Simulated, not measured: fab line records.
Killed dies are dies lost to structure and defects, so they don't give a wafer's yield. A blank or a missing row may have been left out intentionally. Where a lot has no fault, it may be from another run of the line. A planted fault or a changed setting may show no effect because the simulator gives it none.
Matching of chambers | flow gf180mcu | GF_V4_CMP_04 on cmp-01: 4 sister chambers
The step polishes SiO2. 14 wafers are shown with their chamber, then 7 later ones without.

WAFERS, EACH WITH ITS CHAMBER
wafer  | chamber | motor current A (A) | time to endpoint s (s)
L707.2 | 0       | 11.2                | 84
L707.3 | 3       | 14.0                | 92
L707.4 | 1       | 9.9                 | 89
L708.3 | 2       | 13.8                | 78
L708.4 | 3       | 14.9                | 87
L708.6 | 3       | 14.3                | 90
L714.3 | 3       | 14.2                | 77
L714.5 | 2       | 13.3                | 81
L714.6 | 1       | 10.5                | 80
L715.1 | 3       | 13.5                | 87
L715.2 | 1       | 10.7                | 77
L715.5 | 2       | 13.6                | 80
L725.1 | 3       | 14.2                | 75
L725.4 | 2       | 14.0                | 70

SIGNATURES (means of the wafers above)
reading            | chamber 0 | chamber 1 | chamber 2 | chamber 3 | scatter within a chamber
motor current A    | 11.200    | 10.367    | 13.675    | 14.183    | 0.405
time to endpoint s | 84.00     | 82.00     | 77.25     | 84.67     | 6.31
Rule: a wafer lies at a distance from a chamber equal to the root of the sum of squares, over the readings, of (its reading less the chamber's mean, divided by the reading's scatter). If the next closest chamber is less than 2 further off than the closest, the wafer can't be placed; otherwise it belongs to the closest. The scatter: the root of (the sum of the squares of (reading less its chamber's mean) over the shown wafers, divided by (wafers less chambers)).

WAFERS MISSING THEIR CHAMBER
wafer  | motor current A (A) | time to endpoint s (s)
L725.5 | 13.5                | 78
L727.1 | 14.6                | 85
L727.5 | 11.0                | 86
L727.6 | 13.5                | 90
L726.1 | 13.7                | 82
L726.2 | 11.1                | 69
L726.6 | 10.2                | 80

THE CHAMBER EACH PASSED THROUGH
wafer  | from the rows above     | in truth
L725.5 | can't be placed: 2 or 3 | 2
L727.1 | can't be placed: 3 or 2 | 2
L727.5 | can't be placed: 0 or 1 | 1
L727.6 | can't be placed: 3 or 2 | 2
L726.1 | can't be placed: 2 or 3 | 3
L726.2 | can't be placed: 0 or 1 | 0
L726.6 | 1                       | 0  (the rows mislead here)
0 of 7 placed correctly. Not placeable from these rows: 6 (in 6, the candidates include the true chamber). Wrongly placed: 1.
